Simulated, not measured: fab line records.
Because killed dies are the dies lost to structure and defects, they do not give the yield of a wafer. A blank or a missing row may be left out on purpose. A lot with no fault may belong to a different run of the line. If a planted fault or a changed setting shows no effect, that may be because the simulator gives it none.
Check of tool commonality ; flow sky130 ; Sampled: 14 lots, 42 wafers

THE REASON FOR OPENING IT
SKY_SD_N_TW_MEAS_12, reading SD_N_TW: flagged on 4 of 14 lots. Wafers without a fault read 3985, standard deviation 32.
Rule: flag the lot when none of its wafers has a number, or when each of its wafers that has one lies beyond 4 standard deviations from that mean. The rest of the lots are taken to be sound.

lot;measured;on;SD_N_TW, wafer by wafer;flag
L363;day 27 03:59;film metro-02;3999 4010 4010;
L364;day 28 02:54;film metro-03;3946 3963 3964;
L365;day 28 04:17;film metro-03;3959 3955 3968;
L366;day 28 13:30;film metro-02;4048 4018 4017;
L367;day 30 00:44;film metro-02;4002 4008 4018;
L368;day 30 07:59;film metro-04;3969 3985 3968;
L369;day 30 08:32;film metro-03;3972 3975 3984;
L370;day 30 08:51;film metro-02;4010 4004 3988;
L371;day 30 14:17;film metro-02;4030 4012 3988;
L372;day 30 23:28;film metro-04;3978 3985 3960;
L376;day 32 03:45;film metro-02;3794 3795 3803;FLAGGED
L377;day 32 09:32;film metro-04;3722 3734 3722;FLAGGED
L379;day 33 18:05;film metro-03;3755 3758 3784;FLAGGED
L378;day 34 00:35;film metro-04;3715 3750 3755;FLAGGED
The mean of the flagged lots' numbers is 3757, -228 from the usual (-7 standard deviations).

WHICH TOOL RAN EACH LOT
2 process steps preceding the reading are held in the record, out of 708 steps in the route. In each cell: the tool, then ch and the chambers that the sampled wafers went through, then the start.
lot;flag;SKY_SD_N_IMPLANT_09;SKY_SD_N_STRIP_11
L363;;implanter-01 ch 0, day 27 03:35;plasma asher-03 ch 0,1, day 27 03:53
L364;;implanter-03 ch 0, day 28 02:31;plasma asher-03 ch 1, day 28 02:47
L365;;implanter-03 ch 0, day 28 03:53;plasma asher-04 ch 0,1, day 28 04:11
L366;;implanter-03 ch 0, day 28 13:07;plasma asher-03 ch 0,1, day 28 13:23
L367;;implanter-01 ch 0, day 30 00:22;plasma asher-01 ch 0,1, day 30 00:38
L368;;implanter-03 ch 0, day 30 07:35;plasma asher-03 ch 0,1, day 30 07:53
L369;;implanter-01 ch 0, day 30 08:08;plasma asher-04 ch 0,1, day 30 08:26
L370;;implanter-02 ch 0, day 30 08:28;plasma asher-03 ch 0,1, day 30 08:44
L371;;implanter-02 ch 0, day 30 13:53;plasma asher-04 ch 0,1, day 30 14:11
L372;;implanter-03 ch 0, day 30 23:05;plasma asher-04 ch 0,1, day 30 23:22
L376;FLAGGED;implanter-03 ch 0, day 32 03:22;plasma asher-03 ch 0,1, day 32 03:38
L377;FLAGGED;implanter-03 ch 0, day 32 09:08;plasma asher-03 ch 0,1, day 32 09:26
L379;FLAGGED;implanter-03 ch 0, day 33 17:41;plasma asher-03 ch 0,1, day 33 17:59
L378;FLAGGED;implanter-03 ch 0, day 34 00:13;plasma asher-03 ch 0,1, day 34 00:29
What the steps here do:
- SKY_SD_N_IMPLANT_09
- SKY_SD_N_STRIP_11: strips in O2/N2.
- SKY_SD_N_TW_MEAS_12

FLAGGED AGAINST TOTAL, ONE TOOL AT A TIME (gauges that did the reading follow at the end)
step;tool;lots run;flagged;share of the flagged lots;sound lots run after its first flagged lot
SKY_SD_N_IMPLANT_09;implanter-01;3;0;none;-
SKY_SD_N_IMPLANT_09;implanter-02;2;0;none;-
SKY_SD_N_IMPLANT_09;implanter-03;9;4;all;0
SKY_SD_N_STRIP_11;plasma asher-01;1;0;none;-
SKY_SD_N_STRIP_11;plasma asher-03;9;4;all;0
SKY_SD_N_STRIP_11;plasma asher-04;4;0;none;-
SKY_SD_N_TW_MEAS_12;film metro-02;6;1;some;0
SKY_SD_N_TW_MEAS_12;film metro-03;4;1;some;0
SKY_SD_N_TW_MEAS_12;film metro-04;4;2;some;0

WHAT THE TABLE ALLOWS
Every flagged lot went through 2 rows of the table: implanter-03 at SKY_SD_N_IMPLANT_09 and plasma asher-03 at SKY_SD_N_STRIP_11.
- implanter-03 at SKY_SD_N_IMPLANT_09: 4 of its 9 lots flagged. Its last sound lot is L372 (day 30 23:05), its first flagged lot L376 (day 32 03:22): a fault that began between those two fits.
- plasma asher-03 at SKY_SD_N_STRIP_11: 4 of its 9 lots flagged. Its last sound lot is L370 (day 30 08:44), its first flagged lot L376 (day 32 03:38): a fault that began between those two fits. Its own readings (strip time to endpoint s) fall more than 4 standard deviations out on all wafers of the flagged lots.
A lot count leaves these 2 tools indistinguishable: every one of them fits a fault beginning at some hour. More lots, or a look at what each step does to the wafer, might.

WHAT WAS PUT IN BY THE SIMULATOR
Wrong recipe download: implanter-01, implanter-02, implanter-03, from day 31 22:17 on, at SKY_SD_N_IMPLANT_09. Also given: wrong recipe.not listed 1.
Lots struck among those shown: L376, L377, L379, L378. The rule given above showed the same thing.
